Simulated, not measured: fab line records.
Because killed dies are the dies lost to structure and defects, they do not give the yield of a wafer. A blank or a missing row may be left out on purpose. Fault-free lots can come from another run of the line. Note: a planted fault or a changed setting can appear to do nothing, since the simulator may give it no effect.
Chamber matching + flow sky130 + rie-diel-02 running SKY_VIA3_ETCH_14: 4 sister chambers
The step etches BARC in N2/H2, stops on SiO2, time 45.9 s, target depth 60 nm. 8 wafers are shown with their chamber, then 7 later ones without.

== EACH WAFER AND ITS CHAMBER ==
| wafer  | chamber | drypump-motor-current-A (A) | oes-product-au (a.u.) |
|--------|---------|-----------------------------|-----------------------|
| L077.1 | 2       | 5.8                         | 0.860                 |
| L077.6 | 3       | 5.2                         | 0.859                 |
| L079.3 | 1       | 5.8                         | 0.859                 |
| L079.6 | 2       | 5.9                         | 0.853                 |
| L081.4 | 3       | 5.2                         | 0.858                 |
| L081.5 | 1       | 5.8                         | 0.856                 |
| L083.1 | 0       | 6.2                         | 0.857                 |
| L083.5 | 0       | 6.2                         | 0.851                 |

== WAFERS MISSING THEIR CHAMBER ==
| wafer  | drypump-motor-current-A (A) | oes-product-au (a.u.) |
|--------|-----------------------------|-----------------------|
| L083.6 | 5.8                         | 0.852                 |
| L084.1 | 6.3                         | 0.855                 |
| L084.3 | 5.9                         | 0.851                 |
| L084.5 | 5.8                         | 0.849                 |
| L094.1 | 6.3                         | 0.856                 |
| L094.4 | 5.8                         | 0.855                 |
| L094.6 | 5.2                         | 0.852                 |

== WHICH CHAMBER EACH ONE RAN IN ==
| wafer  | from the rows above     | in truth |
|--------|-------------------------|----------|
| L083.6 | can't be placed: 1 or 2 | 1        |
| L084.1 | 0                       | 0        |
| L084.3 | can't be placed: 2 or 1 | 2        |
| L084.5 | can't be placed: 1 or 2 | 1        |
| L094.1 | 0                       | 0        |
| L094.4 | can't be placed: 1 or 2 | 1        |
| L094.6 | 3                       | 3        |
Correct placement for 3 of the 7. Unplaceable from these rows: 4, with the true chamber sitting among the candidates in 4. Wrongly placed: 0.
How it was worked out, from the rows above alone: a wafer's distance from a chamber is the root of the sum, over the readings, of the square of ((its reading less the chamber's mean) divided by the reading's scatter). The wafer belongs to the nearest chamber; if the next one is less than 2 further off, it can't be placed. For every chamber, the mean is computed from those of its wafers that are shown. The scatter is the square root of a quotient: the sum, over the shown wafers, of each reading's squared deviation from its chamber's mean, divided by wafers minus chambers.
